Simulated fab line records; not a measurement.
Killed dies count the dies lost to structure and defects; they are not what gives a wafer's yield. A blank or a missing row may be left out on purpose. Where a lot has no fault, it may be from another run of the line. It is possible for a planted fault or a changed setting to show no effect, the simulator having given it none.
fab line records :: flow gf180mcu :: part 2 of 2: steps 29 to 39 of 39
record:
  lots: 5
  wafers: 15
  lastDay: 34
route steps=602 shown POLY_GATE@168 HV_LDD@176
lots that met no fault: from a run of the same line without faults
startH: start of the lot's first displayed wafer, in hours after the record's first day :: waitH: how many hours have passed since the lot's step before this one :: " the same as in the row above :: L1.1+2: a single row standing in for several wafers :: - no value present, or no start provided :: * or withheld: withheld :: < > ~ a bound
route shown NAME@n: a module of which the file shows steps, and the number in the route of the first :: usual: average and standard deviation across the fault-free wafers :: same: alike in all rows :: chamber/n: place in a boat :: sites: readings site by site :: _std_site: how widely they spread, as a standard deviation :: _edge_site: the outer-site mean with the inner-site mean subtracted :: radiusMm: for every site, how far away it sits from the centre of the wafer :: mask NAME#n: copy n :: behind: the tool/chamber that last shaped the wafer :: hold: why the lot went on hold/how many hours it stayed there/how the hold came to an end :: device: whichever transistor did not switch (one of n, p or np) :: end of line: at the end of the route, the tests of the same wafers :: a step with no rows: only its recipe :: killed: dies that structure and defects cost at the first sort, which is not the same as the wafer's yield :: map: the dies of a wafer, with x for killed, . for not killed, _ for no die there
set.NAME: the setting as run; set.NAME@STEP: as run at that earlier step :: model.NAME: the simulator's own value behind a step, which no gauge read
lots at selected steps of the route; one table per step, one row per wafer
services: from which hour (startH, from the record's first day; less than 0 if before it) a tool's chamber was out of use, for how many hours, and why
== steps ==
step: GF_HV_LDD_OVL_MEAS_20
usual:
  HV_LDD_01_OVL: 0.6/1.2
lot.wafer: L080.3
tool: overlay-01
chamber: -
startH: 286.09
waitH: 0.1
HV_LDD_01_OVL[nm]: 0.2

lot.wafer: L080.4
tool: overlay-01
chamber: -
startH: 286.09
waitH: 0.1
HV_LDD_01_OVL[nm]: 0.8

lot.wafer: L080.6
tool: overlay-01
chamber: -
startH: 286.09
waitH: 0.1
HV_LDD_01_OVL[nm]: 0.8

lot.wafer: L083.1
tool: overlay-02
chamber: -
startH: 304.83
waitH: 0.1
HV_LDD_01_OVL[nm]: -0.3

lot.wafer: L083.2
tool: overlay-02
chamber: -
startH: 304.83
waitH: 0.1
HV_LDD_01_OVL[nm]: -0.5

lot.wafer: L083.5
tool: overlay-02
chamber: -
startH: 304.83
waitH: 0.1
HV_LDD_01_OVL[nm]: -1.6

lot.wafer: L088.3
tool: overlay-02
chamber: -
startH: 347.58
waitH: 0.1
HV_LDD_01_OVL[nm]: 2.2

lot.wafer: L088.5
tool: overlay-02
chamber: -
startH: 347.58
waitH: 0.1
HV_LDD_01_OVL[nm]: 1.9

lot.wafer: L088.6
tool: overlay-02
chamber: -
startH: 347.58
waitH: 0.1
HV_LDD_01_OVL[nm]: 1.1

lot.wafer: L091.1
tool: overlay-02
chamber: -
startH: 365.55
waitH: 0.1
HV_LDD_01_OVL[nm]: 1.5

lot.wafer: L091.4
tool: overlay-02
chamber: -
startH: 365.55
waitH: 0.1
HV_LDD_01_OVL[nm]: 2.0

lot.wafer: L091.5
tool: overlay-02
chamber: -
startH: 365.55
waitH: 0.1
HV_LDD_01_OVL[nm]: 1.0

lot.wafer: L093.3
tool: overlay-02
chamber: -
startH: 382.41
waitH: 0.1
HV_LDD_01_OVL[nm]: -0.6

lot.wafer: L093.4
tool: overlay-02
chamber: -
startH: 382.41
waitH: 0.1
HV_LDD_01_OVL[nm]: -0.6

lot.wafer: L093.6
tool: overlay-02
chamber: -
startH: 382.41
waitH: 0.1
HV_LDD_01_OVL[nm]: 1.2
step: GF_HV_LDD_IMPLANT_21
recipe:
  species: BF2
  energyKev: 25
  doseCm2: 5e+13
  tiltDeg: 7
usual:
  endStationPressureTorr: 5.24e-06/2.8e-07
lot.wafer: L080.3
tool: implanter-02
chamber: 0
startH: 286.16
waitH: 0.1
endStationPressureTorr: 4.8e-06

lot.wafer: L080.4
tool: implanter-02
chamber: 0
startH: 286.16
waitH: 0.1
endStationPressureTorr: 5.58e-06

lot.wafer: L080.6
tool: implanter-02
chamber: 0
startH: 286.16
waitH: 0.1
endStationPressureTorr: 5.34e-06

lot.wafer: L083.1
tool: implanter-01
chamber: 0
startH: 304.86
waitH: 0.0
endStationPressureTorr: 5.3e-06

lot.wafer: L083.2
tool: implanter-01
chamber: 0
startH: 304.86
waitH: 0.0
endStationPressureTorr: 4.98e-06

lot.wafer: L083.5
tool: implanter-01
chamber: 0
startH: 304.86
waitH: 0.0
endStationPressureTorr: 5.69e-06

lot.wafer: L088.3
tool: implanter-01
chamber: 0
startH: 347.66
waitH: 0.1
endStationPressureTorr: 5.56e-06

lot.wafer: L088.5
tool: implanter-01
chamber: 0
startH: 347.66
waitH: 0.1
endStationPressureTorr: 5.61e-06

lot.wafer: L088.6
tool: implanter-01
chamber: 0
startH: 347.66
waitH: 0.1
endStationPressureTorr: 5.51e-06

lot.wafer: L091.1
tool: implanter-01
chamber: 0
startH: 365.59
waitH: 0.0
endStationPressureTorr: 5.6e-06

lot.wafer: L091.4
tool: implanter-01
chamber: 0
startH: 365.59
waitH: 0.0
endStationPressureTorr: 5.68e-06

lot.wafer: L091.5
tool: implanter-01
chamber: 0
startH: 365.59
waitH: 0.0
endStationPressureTorr: 5.43e-06

lot.wafer: L093.3
tool: implanter-02
chamber: 0
startH: 382.49
waitH: 0.1
endStationPressureTorr: 5.6e-06

lot.wafer: L093.4
tool: implanter-02
chamber: 0
startH: 382.49
waitH: 0.1
endStationPressureTorr: 5.39e-06

lot.wafer: L093.6
tool: implanter-02
chamber: 0
startH: 382.49
waitH: 0.1
endStationPressureTorr: 5.12e-06
step: GF_HV_LDD_STRIP_22
recipe:
  chemistry: O2/N2
  powerW: 1400
  pressureMtorr: 1500
  platenTempC: 250
  o2FlowSccm: 3000
  n2FlowSccm: 300
  overashFraction: 0.5
usual:
  drypumpMotorCurrentA: 5.8/0.48
  heaterPowerW: 341/35
  oesProductAu: 0.715/0.0049
  platenTempC: 249.97/0.18
  stripTimeToEndpointS: 12.62/0.038
lot.wafer: L080.3
tool: plasmaAsher-04
chamber: 0
startH: 286.29
waitH: 0.1
drypumpMotorCurrentA: 5.9
heaterPowerW: 318
oesProductAu: 0.724
platenTempC: 250.02
rfHoursCounterH: -
stripTimeToEndpointS: 12.71

lot.wafer: L080.4
tool: plasmaAsher-04
chamber: 1
startH: 286.29
waitH: 0.1
drypumpMotorCurrentA: 6.6
heaterPowerW: 288
oesProductAu: 0.714
platenTempC: 250.11
rfHoursCounterH: -
stripTimeToEndpointS: 12.64

lot.wafer: L080.6
tool: plasmaAsher-04
chamber: 1
startH: 286.29
waitH: 0.1
drypumpMotorCurrentA: 6.6
heaterPowerW: 294
oesProductAu: 0.718
platenTempC: 250.06
rfHoursCounterH: -
stripTimeToEndpointS: 12.68

lot.wafer: L083.1
tool: plasmaAsher-01
chamber: 1
startH: 305.01
waitH: 0.1
drypumpMotorCurrentA: 5.7
heaterPowerW: 337
oesProductAu: 0.715
platenTempC: 249.84
rfHoursCounterH: 64
stripTimeToEndpointS: 12.60

lot.wafer: L083.2
tool: plasmaAsher-01
chamber: 0
startH: 305.01
waitH: 0.1
drypumpMotorCurrentA: 5.1
heaterPowerW: 405
oesProductAu: 0.713
platenTempC: 250.05
rfHoursCounterH: 64
stripTimeToEndpointS: 12.63

lot.wafer: L083.5
tool: plasmaAsher-01
chamber: 0
startH: 305.01
waitH: 0.1
drypumpMotorCurrentA: 5.1
heaterPowerW: 398
oesProductAu: 0.718
platenTempC: 250.13
rfHoursCounterH: -
stripTimeToEndpointS: 12.60

lot.wafer: L088.3
tool: plasmaAsher-04
chamber: 1
startH: 347.79
waitH: 0.1
drypumpMotorCurrentA: 6.6
heaterPowerW: 294
oesProductAu: 0.719
platenTempC: 250.14
rfHoursCounterH: -
stripTimeToEndpointS: 12.58

lot.wafer: L088.5
tool: plasmaAsher-04
chamber: 1
startH: 347.79
waitH: 0.1
drypumpMotorCurrentA: 6.6
heaterPowerW: 290
oesProductAu: 0.715
platenTempC: 249.94
rfHoursCounterH: -
stripTimeToEndpointS: 12.63

lot.wafer: L088.6
tool: plasmaAsher-04
chamber: 0
startH: 347.79
waitH: 0.1
drypumpMotorCurrentA: 5.8
heaterPowerW: 326
oesProductAu: 0.710
platenTempC: 249.97
rfHoursCounterH: -
stripTimeToEndpointS: 12.63

lot.wafer: L091.1
tool: plasmaAsher-03
chamber: 1
startH: 365.74
waitH: 0.1
drypumpMotorCurrentA: 5.5
heaterPowerW: 333
oesProductAu: 0.715
platenTempC: 249.66
rfHoursCounterH: 73
stripTimeToEndpointS: 12.63

lot.wafer: L091.4
tool: plasmaAsher-03
chamber: 0
startH: 365.74
waitH: 0.1
drypumpMotorCurrentA: 6.1
heaterPowerW: 364
oesProductAu: 0.721
platenTempC: 249.69
rfHoursCounterH: -
stripTimeToEndpointS: 12.62

lot.wafer: L091.5
tool: plasmaAsher-03
chamber: 0
startH: 365.74
waitH: 0.1
drypumpMotorCurrentA: 6.1
heaterPowerW: 375
oesProductAu: 0.711
platenTempC: 250.05
rfHoursCounterH: -
stripTimeToEndpointS: 12.64

lot.wafer: L093.3
tool: plasmaAsher-01
chamber: 1
startH: 382.62
waitH: 0.1
drypumpMotorCurrentA: 5.7
heaterPowerW: 332
oesProductAu: 0.720
platenTempC: 249.75
rfHoursCounterH: -
stripTimeToEndpointS: 12.59

lot.wafer: L093.4
tool: plasmaAsher-01
chamber: 0
startH: 382.62
waitH: 0.1
drypumpMotorCurrentA: 5.1
heaterPowerW: 402
oesProductAu: 0.713
platenTempC: 249.83
rfHoursCounterH: -
stripTimeToEndpointS: 12.60

lot.wafer: L093.6
tool: plasmaAsher-01
chamber: 0
startH: 382.62
waitH: 0.1
drypumpMotorCurrentA: 5.1
heaterPowerW: 401
oesProductAu: 0.719
platenTempC: 249.84
rfHoursCounterH: -
stripTimeToEndpointS: 12.64
step: GF_HV_LDD_TW_MEAS_23
usual:
  HV_LDD_2_TW: 1063/5.6
lot.wafer: L080.3
tool: filmMetro-04
chamber: -
startH: 286.38
waitH: 0.1
HV_LDD_2_TW: 1068

lot.wafer: L080.4
tool: filmMetro-04
chamber: -
startH: 286.38
waitH: 0.1
HV_LDD_2_TW: 1062

lot.wafer: L080.6
tool: filmMetro-04
chamber: -
startH: 286.38
waitH: 0.1
HV_LDD_2_TW: 1065

lot.wafer: L083.1
tool: filmMetro-03
chamber: -
startH: 305.11
waitH: 0.1
HV_LDD_2_TW: 1062

lot.wafer: L083.2
tool: filmMetro-03
chamber: -
startH: 305.11
waitH: 0.1
HV_LDD_2_TW: 1065

lot.wafer: L083.5
tool: filmMetro-03
chamber: -
startH: 305.11
waitH: 0.1
HV_LDD_2_TW: 1063

lot.wafer: L088.3
tool: filmMetro-03
chamber: -
startH: 347.88
waitH: 0.1
HV_LDD_2_TW: 1062

lot.wafer: L088.5
tool: filmMetro-03
chamber: -
startH: 347.88
waitH: 0.1
HV_LDD_2_TW: 1060

lot.wafer: L088.6
tool: filmMetro-03
chamber: -
startH: 347.88
waitH: 0.1
HV_LDD_2_TW: 1061

lot.wafer: L091.1
tool: filmMetro-02
chamber: -
startH: 365.84
waitH: 0.1
HV_LDD_2_TW: 1058

lot.wafer: L091.4
tool: filmMetro-02
chamber: -
startH: 365.84
waitH: 0.1
HV_LDD_2_TW: 1060

lot.wafer: L091.5
tool: filmMetro-02
chamber: -
startH: 365.84
waitH: 0.1
HV_LDD_2_TW: 1062

lot.wafer: L093.3
tool: filmMetro-02
chamber: -
startH: 382.71
waitH: 0.1
HV_LDD_2_TW: 1061

lot.wafer: L093.4
tool: filmMetro-02
chamber: -
startH: 382.71
waitH: 0.1
HV_LDD_2_TW: 1068

lot.wafer: L093.6
tool: filmMetro-02
chamber: -
startH: 382.71
waitH: 0.1
HV_LDD_2_TW: 1062
step: GF_HV_LDD_DEHYDRATE_24
recipe:
  tempC: 200
  timeS: 60
lot.wafer: L080.3+4+6
tool: lithoTrack-04
chamber: 0
startH: 295.58
waitH: 9.2

lot.wafer: L083.1+2+5
tool: lithoTrack-02
chamber: 0
startH: 315.04
waitH: 9.9

lot.wafer: L088.3+5+6
tool: lithoTrack-04
chamber: 0
startH: 358.13
waitH: 10.2

lot.wafer: L091.1+4+5
tool: lithoTrack-03
chamber: 0
startH: 376.80
waitH: 11.0

lot.wafer: L093.3+4+6
tool: lithoTrack-04
chamber: 0
startH: 392.63
waitH: 9.9
step: GF_HV_LDD_HMDS_25
recipe:
  primeTimeS: 60
  primeTempC: 120
lot.wafer: L080.3+4+6
tool: lithoTrack-04
chamber: 0
startH: 295.73
waitH: 0.1

lot.wafer: L083.1+2+5
tool: lithoTrack-02
chamber: 0
startH: 315.19
waitH: 0.1

lot.wafer: L088.3+5+6
tool: lithoTrack-04
chamber: 0
startH: 358.28
waitH: 0.1

lot.wafer: L091.1+4+5
tool: lithoTrack-03
chamber: 0
startH: 376.95
waitH: 0.1

lot.wafer: L093.3+4+6
tool: lithoTrack-04
chamber: 0
startH: 392.78
waitH: 0.1
step: GF_HV_LDD_COAT_26
recipe:
  resist: NOVOLAK
  spinRpm: 3000
  resistThkNm: 1000
lot.wafer: L080.3+4+6
tool: lithoTrack-04
chamber: 0
startH: 295.88
waitH: 0.1

lot.wafer: L083.1+2+5
tool: lithoTrack-02
chamber: 0
startH: 315.34
waitH: 0.1

lot.wafer: L088.3+5+6
tool: lithoTrack-04
chamber: 0
startH: 358.43
waitH: 0.1

lot.wafer: L091.1+4+5
tool: lithoTrack-03
chamber: 0
startH: 377.10
waitH: 0.1

lot.wafer: L093.3+4+6
tool: lithoTrack-04
chamber: 0
startH: 392.93
waitH: 0.1
step: GF_HV_LDD_SOFTBAKE_27
recipe:
  tempC: 90
  timeS: 60
  resist: NOVOLAK
lot.wafer: L080.3+4+6
tool: lithoTrack-04
chamber: 0
startH: 296.03
waitH: 0.1

lot.wafer: L083.1+2+5
tool: lithoTrack-02
chamber: 0
startH: 315.49
waitH: 0.1

lot.wafer: L088.3+5+6
tool: lithoTrack-04
chamber: 0
startH: 358.58
waitH: 0.1

lot.wafer: L091.1+4+5
tool: lithoTrack-03
chamber: 0
startH: 377.25
waitH: 0.1

lot.wafer: L093.3+4+6
tool: lithoTrack-04
chamber: 0
startH: 393.08
waitH: 0.1
step: GF_HV_LDD_EXPOSE_28
recipe:
  maskId: Nplus_HV_AREA
  targetCdNm: 400
  na: 0.6
  sourceShape: conventional
  sigmaOuter: 0.6
  doseMj: 140
usual:
  exposureDoseMJCm2: 139.97/0.13
  reticleTempC: 23.01/0.1
  stageVelMmS: 500.04/0.28
same:
  sigmaOuter: 0.6
lot.wafer: L080.3
tool: ilineStepper-01
chamber: 0
startH: -
waitH: -
mask: Nplus_HV_AREA#0
exposureDoseMJCm2: 140.05
reticleTempC: 22.94
stageVelMmS: 499.87

lot.wafer: L080.4
tool: ilineStepper-01
chamber: 0
startH: -
waitH: -
mask: Nplus_HV_AREA#0
exposureDoseMJCm2: 139.89
reticleTempC: 23.16
stageVelMmS: 500.22

lot.wafer: L080.6
tool: ilineStepper-01
chamber: 0
startH: -
waitH: -
mask: Nplus_HV_AREA#0
exposureDoseMJCm2: 140.00
reticleTempC: 22.85
stageVelMmS: 499.95

lot.wafer: L083.1
tool: ilineStepper-01
chamber: 0
startH: -
waitH: -
mask: Nplus_HV_AREA#0
exposureDoseMJCm2: 139.81
reticleTempC: 22.95
stageVelMmS: 500.21

lot.wafer: L083.2
tool: ilineStepper-01
chamber: 0
startH: -
waitH: -
mask: Nplus_HV_AREA#0
exposureDoseMJCm2: 140.05
reticleTempC: 23.24
stageVelMmS: 499.68

lot.wafer: L083.5
tool: ilineStepper-01
chamber: 0
startH: -
waitH: -
mask: Nplus_HV_AREA#0
exposureDoseMJCm2: 140.01
reticleTempC: 22.99
stageVelMmS: 499.71

lot.wafer: L088.3
tool: ilineStepper-02
chamber: 0
startH: -
waitH: -
mask: Nplus_HV_AREA#0
exposureDoseMJCm2: 139.88
reticleTempC: 22.81
stageVelMmS: 500.21

lot.wafer: L088.5
tool: ilineStepper-02
chamber: 0
startH: -
waitH: -
mask: Nplus_HV_AREA#0
exposureDoseMJCm2: 140.17
reticleTempC: 22.90
stageVelMmS: 500.04

lot.wafer: L088.6
tool: ilineStepper-02
chamber: 0
startH: -
waitH: -
mask: Nplus_HV_AREA#0
exposureDoseMJCm2: 139.98
reticleTempC: 22.89
stageVelMmS: 500.35

lot.wafer: L091.1
tool: ilineStepper-01
chamber: 0
startH: -
waitH: -
mask: Nplus_HV_AREA#0
exposureDoseMJCm2: 140.05
reticleTempC: 23.00
stageVelMmS: 499.84

lot.wafer: L091.4
tool: ilineStepper-01
chamber: 0
startH: -
waitH: -
mask: Nplus_HV_AREA#0
exposureDoseMJCm2: 139.80
reticleTempC: 22.89
stageVelMmS: 499.57

lot.wafer: L091.5
tool: ilineStepper-01
chamber: 0
startH: -
waitH: -
mask: Nplus_HV_AREA#0
exposureDoseMJCm2: 140.07
reticleTempC: 22.99
stageVelMmS: 500.02

lot.wafer: L093.3
tool: ilineStepper-02
chamber: 0
startH: -
waitH: -
mask: Nplus_HV_AREA#0
exposureDoseMJCm2: 139.99
reticleTempC: 22.97
stageVelMmS: 499.82

lot.wafer: L093.4
tool: ilineStepper-02
chamber: 0
startH: -
waitH: -
mask: Nplus_HV_AREA#0
exposureDoseMJCm2: 139.83
reticleTempC: 23.03
stageVelMmS: 500.15

lot.wafer: L093.6
tool: ilineStepper-02
chamber: 0
startH: -
waitH: -
mask: Nplus_HV_AREA#0
exposureDoseMJCm2: 139.97
reticleTempC: 22.84
stageVelMmS: 499.93
step: GF_HV_LDD_PEB_29
recipe:
  tempC: withheld
  timeS: *
  resist: NOVOLAK
lot.wafer: L080.3+4+6
tool: lithoTrack-03
chamber: 0
startH: -
waitH: -

lot.wafer: L083.1+2+5
tool: lithoTrack-03
chamber: 0
startH: -
waitH: -

lot.wafer: L088.3+5+6
tool: lithoTrack-04
chamber: 0
startH: -
waitH: -

lot.wafer: L091.1+4+5
tool: lithoTrack-03
chamber: 0
startH: -
waitH: -

lot.wafer: L093.3+4+6
tool: lithoTrack-04
chamber: 0
startH: -
waitH: -
step: GF_HV_LDD_DEVELOP_30
recipe:
  developTimeS: 60
  devTempC: 23
lot.wafer: L080.3+4+6
tool: lithoTrack-03
chamber: 0
startH: 305.55
waitH: 0.1

lot.wafer: L083.1+2+5
tool: lithoTrack-03
chamber: 0
startH: 326.25
waitH: 0.1

lot.wafer: L088.3+5+6
tool: lithoTrack-04
chamber: 0
startH: 368.93
waitH: 0.1

lot.wafer: L091.1+4+5
tool: lithoTrack-03
chamber: 0
startH: 388.55
waitH: 0.1

lot.wafer: L093.3+4+6
tool: lithoTrack-04
chamber: 0
startH: 404.88
waitH: 0.1
== services ==
tool: implanter-03
chamber: -
startH: 228.74
hours: 3.9
kind: pm

tool: plasmaAsher-01
chamber: -
startH: 230.66
hours: 0.5
kind: repair

tool: rieSi-01
chamber: 2
startH: 234.09
hours: 1.0
kind: repair

tool: plasmaAsher-02
chamber: -
startH: 238.25
hours: 0.7
kind: repair

tool: implanter-03
chamber: -
startH: 239.11
hours: 2.2
kind: repair

tool: plasmaAsher-01
chamber: -
startH: 244.93
hours: 3.0
kind: repair

tool: rieDiel-01
chamber: 3
startH: 246.48
hours: 3.7
kind: repair

tool: ilineStepper-02
chamber: -
startH: 251.45
hours: 3.6
kind: repair

tool: plasmaAsher-01
chamber: -
startH: 264.39
hours: 1.0
kind: repair

tool: plasmaAsher-04
chamber: -
startH: 279.06
hours: 2.9
kind: repair

tool: rieSi-01
chamber: 2
startH: 286.11
hours: 4.1
kind: repair

tool: implanter-02
chamber: -
startH: 286.46
hours: 18.5
kind: pm

tool: wetBench-01
chamber: -
startH: 305.97
hours: 1.9
kind: pm

tool: ilineStepper-02
chamber: -
startH: 309.29
hours: 1.7
kind: pm

tool: implanter-01
chamber: -
startH: 313.60
hours: 5.6
kind: pm

tool: rieSi-01
chamber: 0
startH: 329.18
hours: 76.1
kind: repair

tool: plasmaAsher-03
chamber: -
startH: 329.96
hours: 28.1
kind: pm

tool: rieSi-01
chamber: 1
startH: 334.77
hours: 1.1
kind: repair

tool: rieDiel-02
chamber: -
startH: 336.21
hours: 0.5
kind: repair

tool: ilineStepper-01
chamber: -
startH: 348.86
hours: 4.4
kind: pm

tool: rieSi-01
chamber: -
startH: 361.41
hours: 0.7
kind: repair

tool: implanter-01
chamber: -
startH: 365.89
hours: 1.1
kind: repair

tool: plasmaAsher-03
chamber: -
startH: 368.41
hours: 4.2
kind: repair

tool: rieDiel-02
chamber: -
startH: 394.67
hours: 0.1
kind: repair
